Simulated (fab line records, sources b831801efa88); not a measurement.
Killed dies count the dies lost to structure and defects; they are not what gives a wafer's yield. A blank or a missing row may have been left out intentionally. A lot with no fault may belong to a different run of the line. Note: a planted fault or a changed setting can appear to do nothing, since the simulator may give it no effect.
Which tool is to blame? ; flow gf180mcu ; Sampling: 14 lots, 42 wafers, 2 of 602 route steps

== WHAT THE GAUGES READ, wafer by wafer ==
GF_NSD_OVL_MEAS_08.
lot;measured;on;NSD_OVL (nm)
L669;day 13 08:59;overlay-01;3.4 2.9 2.0
L670;day 13 13:02;overlay-01;1.1 0.5 1.9
L671;day 14 00:26;overlay-02;1.1 -1.1 0.1
L673;day 14 14:29;overlay-02;0.1 -0.1 1.4
L674;day 15 03:08;overlay-01;1.7 1.1 0.8
L675;day 15 12:29;overlay-02;0.4 -1.4 0.4
L683;day 18 02:46;overlay-02;-137.7 -141.9 -140.4
L684;day 18 15:41;overlay-01;0.3 0.2 2.0
L685;day 18 19:17;overlay-02;-142.6 -143.1 -140.9
L686;day 18 22:08;overlay-01;-139.5 -141.5 -141.5
L687;day 19 08:10;overlay-02;2.9 2.1 -0.3
L689;day 19 20:17;overlay-02;-0.1 -0.1 -0.9
L690;day 20 06:11;overlay-02;1.9 1.0 -0.4
L691;day 20 17:52;overlay-01;0.8 1.8 -0.6

== TOOL THAT RAN EACH LOT (tool first, then ch and the chambers of the sampled wafers, then the start) ==
lot;GF_NSD_EXPOSE_04
L669;ilineStepper-02 ch 0, day 12 22:23
L670;ilineStepper-01 ch 0, day 13 03:11
L671;ilineStepper-01 ch 0, day 13 14:08
L673;ilineStepper-01 ch 0, day 14 04:37
L674;ilineStepper-02 ch 0, day 14 16:07
L675;ilineStepper-01 ch 0, day 15 02:14
L683;ilineStepper-01 ch 0, day 17 15:29
L684;ilineStepper-02 ch 0, day 18 04:34
L685;ilineStepper-01 ch 0, day 18 07:46
L686;ilineStepper-01 ch 0, day 18 10:53
L687;ilineStepper-02 ch 0, day 18 19:50
L689;ilineStepper-02 ch 0, day 19 08:48
L690;ilineStepper-02 ch 0, day 19 17:42
L691;ilineStepper-02 ch 0, day 20 06:33
- GF_NSD_EXPOSE_04: exposes mask Nplus, target cd 400 nm.

== WHAT THE TOOLS THEMSELVES READ (means of the sampled wafers that have a number; where no wafer has one, the mark that the record gives instead) ==
The record holds no such reading with a usual standard deviation.

== THE ANSWER, worked out from the rows above alone ==
Rule: what is usual is taken from the lots themselves. Put in order of their means at a reading, lots are off if they are a third of the lots or fewer, leave a main group of 4 or more, and stand apart from it by a gap of 3 or more times the standard deviation of the main group's means; of several such gaps the widest counts. A main group whose means are all the same, to the digits that the tables above print for the reading, isn't used. Also off: a lot with no number at a reading for which 4 or more lots have one. Any other lot the step has rows for is counted as sound. The gauges are gone through in route order, then the tools' own readings, and for those a lot's mean is taken as printed above. The first step at which some lot is off is used, and at that step the reading that is off furthest; a lot without a number counts as furthest.
Off: L683, L685, L686, seen at GF_NSD_OVL_MEAS_08 (NSD_OVL). The main group has a mean of 0.8 nm with a standard deviation of 0.84.
If a tool, at a process step before that reading, ran all the lots that are off and no sound lot after the first of them, it fits. Gauges at GF_NSD_OVL_MEAS_08: tried the same way as those tools. One fits: ilineStepper-01 at GF_NSD_EXPOSE_04. A fault onset in the window from L675 (day 15 02:14, its last sound lot) to L683 (day 17 15:29, its first lot off) fits.

== WHAT THE SIMULATOR HAD PUT IN ==
Scanner matching overlay: ilineStepper-01, from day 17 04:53 on, at GF_NSD_EXPOSE_04. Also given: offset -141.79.
Lots struck among those shown: L683, L685, L686. The rule above reached the same finding.
